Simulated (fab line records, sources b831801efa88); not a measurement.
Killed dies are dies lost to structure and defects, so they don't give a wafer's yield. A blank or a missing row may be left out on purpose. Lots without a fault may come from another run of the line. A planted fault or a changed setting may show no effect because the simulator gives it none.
Which tool did it? | flow sky130 | 12 lots, 36 wafers sampled, at 6 steps of a route of 708

WHAT THE GAUGES READ, wafer by wafer
SKY_NWELL_OVL_MEAS_10.
lot  | measured     | on         | NWELL_00_OVL (nm)
L431 | day 4 19:21  | overlay-01 | 3.9 0.9 4.0
L432 | day 4 20:34  | overlay-02 | 3.0 3.0 2.7
L434 | day 5 08:01  | overlay-01 | 3.5 2.9 -0.2
L435 | day 5 13:01  | overlay-01 | 1.9 1.8 2.3
L441 | day 7 01:22  | overlay-02 | 0.1 -0.2 -0.4
L442 | day 7 04:55  | overlay-02 | 2.4 3.7 2.4
L445 | day 7 23:34  | overlay-02 | -0.9 -1.4 -0.1
L448 | day 8 16:06  | overlay-01 | 5.0 3.0 3.5
L450 | day 9 05:16  | overlay-01 | 0.1 2.0 2.2
L451 | day 9 09:45  | overlay-02 | -0.2 2.2 0.0
L453 | day 9 21:10  | overlay-01 | 1.9 0.7 -0.2
L454 | day 10 03:55 | overlay-01 | 0.4 0.4 0.5

SKY_NWELL_TW_MEAS_15.
lot  | measured     | on            | NWELL_TW
L431 | day 4 19:56  | film_metro-04 | 1828 1814 1828
L432 | day 4 21:08  | film_metro-03 | 1820 1832 1822
L434 | day 5 08:35  | film_metro-02 | 1784 1789 1789
L435 | day 5 13:37  | film_metro-04 | 1827 1833 1820
L441 | day 7 01:57  | film_metro-04 | 1536 1533 1540
L442 | day 7 05:30  | film_metro-04 | 1541 1530 1544
L445 | day 8 00:09  | film_metro-02 | 1794 1797 1797
L448 | day 8 16:41  | film_metro-02 | 1789 1788 1782
L450 | day 9 05:56  | film_metro-04 | 1829 1826 1828
L451 | day 9 10:20  | film_metro-04 | 1836 1838 1822
L453 | day 9 21:45  | film_metro-02 | 1797 1807 1791
L454 | day 10 04:30 | film_metro-03 | 1827 1823 1819

SKY_NWELL_TW_MEAS_26.
lot  | measured     | on            | NWELL_2_TW
L431 | day 5 13:17  | film_metro-04 | 500 502 498
L432 | day 5 15:38  | film_metro-04 | 502 501 500
L434 | day 6 03:08  | film_metro-03 | 500 499 500
L435 | day 6 08:01  | film_metro-03 | 500 497 498
L441 | day 7 22:17  | film_metro-03 | 496 498 498
L442 | day 8 02:00  | film_metro-04 | 499 499 498
L445 | day 8 21:42  | film_metro-02 | 488 487 490
L448 | day 9 14:26  | film_metro-03 | 500 500 498
L450 | day 10 03:19 | film_metro-04 | 501 498 502
L451 | day 10 08:27 | film_metro-02 | 484 488 485
L453 | day 10 20:26 | film_metro-03 | 501 499 498
L454 | day 11 03:45 | film_metro-02 | 486 485 486

SKY_NWELL_RS_MEAS_29: measures by four-point-probe.
lot  | measured     | on            | NWELL_RS (ohm/sq)
L431 | day 5 13:30  | film_metro-02 | 623.3 622.4 624.5
L432 | day 5 15:51  | film_metro-02 | 623.7 623.9 626.8
L434 | day 6 03:21  | film_metro-03 | 624.5 626.6 624.8
L435 | day 6 08:15  | film_metro-03 | 626.4 625.7 624.0
L441 | day 7 22:31  | film_metro-03 | 844.5 842.9 840.8
L442 | day 8 02:13  | film_metro-04 | 838.6 841.2 835.7
L445 | day 8 21:55  | film_metro-03 | 626.3 626.4 626.9
L448 | day 9 14:40  | film_metro-03 | 626.6 629.9 627.6
L450 | day 10 03:32 | film_metro-02 | 625.0 624.4 624.8
L451 | day 10 08:40 | film_metro-04 | 626.2 626.4 627.0
L453 | day 10 20:40 | film_metro-04 | 624.8 623.3 624.3
L454 | day 11 03:58 | film_metro-04 | 624.0 625.9 624.5

WHICH TOOL RAN EACH LOT (tool, then ch and the chambers of the sampled wafers, then the start)
lot  | SKY_FIELD_ISO_STRIP_16              | SKY_NWELL_IMPLANT_11
L431 | plasma_asher-02 ch 0,1, day 2 04:29 | implanter-02 ch 0, day 4 19:23
L432 | plasma_asher-02 ch 0,1, day 2 07:35 | implanter-02 ch 0, day 4 20:35
L434 | plasma_asher-03 ch 0,1, day 2 21:50 | implanter-04 ch 0, day 5 08:02
L435 | plasma_asher-03 ch 0,1, day 3 02:57 | implanter-02 ch 0, day 5 13:05
L441 | plasma_asher-02 ch 0,1, day 4 11:13 | implanter-03 ch 0, day 7 01:25
L442 | plasma_asher-02 ch 1, day 4 14:29   | implanter-03 ch 0, day 7 04:58
L445 | plasma_asher-01 ch 0,1, day 5 06:17 | implanter-02 ch 0, day 7 23:37
L448 | plasma_asher-03 ch 0,1, day 5 20:35 | implanter-02 ch 0, day 8 16:08
L450 | plasma_asher-02 ch 0,1, day 6 07:03 | implanter-02 ch 0, day 9 05:25
L451 | plasma_asher-02 ch 0,1, day 6 13:16 | implanter-04 ch 0, day 9 09:49
L453 | plasma_asher-03 ch 0,1, day 6 23:59 | implanter-04 ch 0, day 9 21:13
L454 | plasma_asher-03 ch 1, day 7 04:46   | implanter-04 ch 0, day 10 03:58
- SKY_FIELD_ISO_STRIP_16: strips in O2/N2.
- SKY_NWELL_IMPLANT_11

WHAT THE TOOLS THEMSELVES READ (means of the sampled wafers that have a number; where no wafer has one, the mark that the record gives instead)
SKY_FIELD_ISO_STRIP_16.
lot  | tool            | drypump_motor_current_A (A) | oes_product_au (a.u.) | strip_time_to_endpoint_s (s)
L431 | plasma_asher-02 | 5.84                        | 0.375                 | 3.50
L432 | plasma_asher-02 | 5.82                        | 0.379                 | 3.55
L434 | plasma_asher-03 | 5.92                        | 0.372                 | 3.54
L435 | plasma_asher-03 | 5.93                        | 0.377                 | 3.54
L441 | plasma_asher-02 | 5.82                        | 0.378                 | 3.57
L442 | plasma_asher-02 | 5.69                        | 0.375                 | 3.51
L445 | plasma_asher-01 | 5.83                        | 0.381                 | 3.54
L448 | plasma_asher-03 | 5.90                        | 0.382                 | 3.55
L450 | plasma_asher-02 | 5.95                        | 0.380                 | 3.61
L451 | plasma_asher-02 | 5.92                        | 0.381                 | 3.52
L453 | plasma_asher-03 | 5.94                        | 0.380                 | 3.60
L454 | plasma_asher-03 | 5.87                        | 0.373                 | 3.57

SKY_NWELL_IMPLANT_11.
lot  | tool         | dose_ions_cm2 | faraday_current_uA
L431 | implanter-02 | 1.9003e+13    | 106.2
L432 | implanter-02 | 1.9021e+13    | 109.3
L434 | implanter-04 | 1.8992e+13    | 107.6
L435 | implanter-02 | 1.8980e+13    | 107.8
L441 | implanter-03 | 1.0891e+13    | 61.6
L442 | implanter-03 | 1.0896e+13    | 62.5
L445 | implanter-02 | 1.8987e+13    | 107.8
L448 | implanter-02 | 1.8987e+13    | 109.3
L450 | implanter-02 | 1.8982e+13    | 108.3
L451 | implanter-04 | 1.9014e+13    | 108.2
L453 | implanter-04 | 1.9004e+13    | 106.8
L454 | implanter-04 | 1.9008e+13    | 109.9

THE ANSWER, worked out from the rows above alone
Rule: what is usual is taken from the lots themselves. Put in order of their means at a reading, lots are off if they are a third of the lots or fewer, leave a main group of 4 or more, and stand apart from it by a gap of 3 or more times the standard deviation of the main group's means; of several such gaps the widest counts. A main group whose means are all the same, to the digits that the tables above print for the reading, isn't used. A lot without any number at a reading at which 4 lots or more have one is off too. The other lots that the step has rows for count as sound. The gauges are gone through in route order, then the tools' own readings, and for those a lot's mean is taken as printed above. The first step at which some lot is off is used, and at that step the reading that is off furthest; a lot without a number counts as furthest.
Off: L441, L442, at SKY_NWELL_TW_MEAS_15 (NWELL_TW). The main group: mean 1813, standard deviation 17.
A tool fits if, at a process step before that reading, it ran every lot that is off, and no sound lot after the first of them. The gauges at SKY_NWELL_TW_MEAS_15 aren't tried: what is off there is off at SKY_NWELL_IMPLANT_11 too, on other tools, and a gauge's error can't cause that. One fits: implanter-03 at SKY_NWELL_IMPLANT_11. It ran no sound lot before its first lot that is off in this sample, so the start can't be narrowed down.
The tool's own readings at SKY_NWELL_IMPLANT_11 bear it out: on the lots that are off they differ by more than 5 times the standard deviation of the sound lots' means. dose_ions_cm2 reads 1.0894e+13 there against 1.8998e+13 on the sound lots; faraday_current_uA reads 62.0 there against 108.1 on the sound lots.

WHAT THE SIMULATOR HAD PUT IN
Process parameter drift: implanter-03, from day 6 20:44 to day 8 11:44, at SKY_NWELL_IMPLANT_11. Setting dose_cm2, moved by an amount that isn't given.
Lots struck among those shown: L441, L442. The rule above found the same.
